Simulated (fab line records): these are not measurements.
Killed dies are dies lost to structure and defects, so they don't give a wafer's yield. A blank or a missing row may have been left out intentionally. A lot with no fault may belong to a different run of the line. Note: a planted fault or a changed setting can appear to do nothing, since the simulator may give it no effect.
Which of the tools did it? / flow gf180mcu / 24 lots (72 wafers sampled), 1 step of a 602-step route

WHAT THE GAUGES SHOWED, per wafer
GF_HV_LDD_TW_MEAS_23.
lot=L074; measured=day 10 18:12; on=filmMetro-02; HV_LDD_2_TW=1071 1066 1065
lot=L075; measured=day 10 22:20; on=filmMetro-04; HV_LDD_2_TW=1049 1045 1043
lot=L076; measured=day 11 09:22; on=filmMetro-03; HV_LDD_2_TW=1047 1053 1058
lot=L077; measured=day 11 17:30; on=filmMetro-04; HV_LDD_2_TW=1036 1037 1042
lot=L078; measured=day 12 00:04; on=filmMetro-04; HV_LDD_2_TW=1041 1031 1033
lot=L079; measured=day 12 07:26; on=filmMetro-04; HV_LDD_2_TW=1036 1035 1037
lot=L080; measured=day 12 17:31; on=filmMetro-02; HV_LDD_2_TW=1055 1061 1062
lot=L081; measured=day 12 19:24; on=filmMetro-03; HV_LDD_2_TW=1049 1055 1053
lot=L082; measured=day 13 11:05; on=filmMetro-02; HV_LDD_2_TW=1063 1064 1061
lot=L083; measured=day 13 17:07; on=filmMetro-04; HV_LDD_2_TW=1034 1037 1037
lot=L084; measured=day 14 03:10; on=filmMetro-04; HV_LDD_2_TW=1040 1045 1044
lot=L085; measured=day 14 11:07; on=filmMetro-02; HV_LDD_2_TW=1065 1069 1067
lot=L086; measured=day 14 20:52; on=filmMetro-02; HV_LDD_2_TW=1072 1065 1071
lot=L087; measured=day 15 06:53; on=filmMetro-02; HV_LDD_2_TW=1076 1067 1070
lot=L088; measured=day 15 07:09; on=filmMetro-02; HV_LDD_2_TW=1073 1072 1073
lot=L089; measured=day 15 18:26; on=filmMetro-04; HV_LDD_2_TW=1037 1027 1031
lot=L090; measured=day 16 03:13; on=filmMetro-03; HV_LDD_2_TW=1054 1057 1052
lot=L091; measured=day 16 04:24; on=filmMetro-04; HV_LDD_2_TW=1051 1042 1049
lot=L092; measured=day 16 16:16; on=filmMetro-03; HV_LDD_2_TW=1055 1057 1058
lot=L093; measured=day 17 06:20; on=filmMetro-03; HV_LDD_2_TW=1056 1054 1049
lot=L094; measured=day 17 06:38; on=filmMetro-03; HV_LDD_2_TW=1046 1053 1052
lot=L095; measured=day 17 15:59; on=filmMetro-04; HV_LDD_2_TW=1046 1048 1046
lot=L096; measured=day 17 23:15; on=filmMetro-02; HV_LDD_2_TW=1062 1074 1064
lot=L097; measured=day 18 07:10; on=filmMetro-04; HV_LDD_2_TW=1037 1040 1050

EACH LOT AND THE TOOL THAT RAN IT (in order: tool; ch and the chambers of the sampled wafers; start)
No process step before these readings appears in the record.

WHAT THE TOOLS THEMSELVES READ (means of the sampled wafers that have a number; where no wafer has one, the mark that the record gives instead)
The record holds no such reading with a usual standard deviation.

THE ANSWER, worked out from the rows above alone
Rule: usual is defined by the lots themselves. The widest of any qualifying gaps counts: lots, ordered by their means at a reading, are off when they make up no more than a third of the lots, leave a main group of 4 or more, and stand apart from it by 3 or more times the standard deviation of that group's means. A main group whose means are all the same, to the digits that the tables above print for the reading, isn't used. A lot without any number at a reading at which 4 lots or more have one is off too. Any other lot the step has rows for is counted as sound. The gauges are gone through in route order, then the tools' own readings, and for those a lot's mean is taken as printed above. The first step at which some lot is off is used, and at that step the reading that is off furthest; a lot without a number counts as furthest.
Nothing can be told from this: no lot is off at any reading shown.

WHAT THE SIMULATOR PUT IN
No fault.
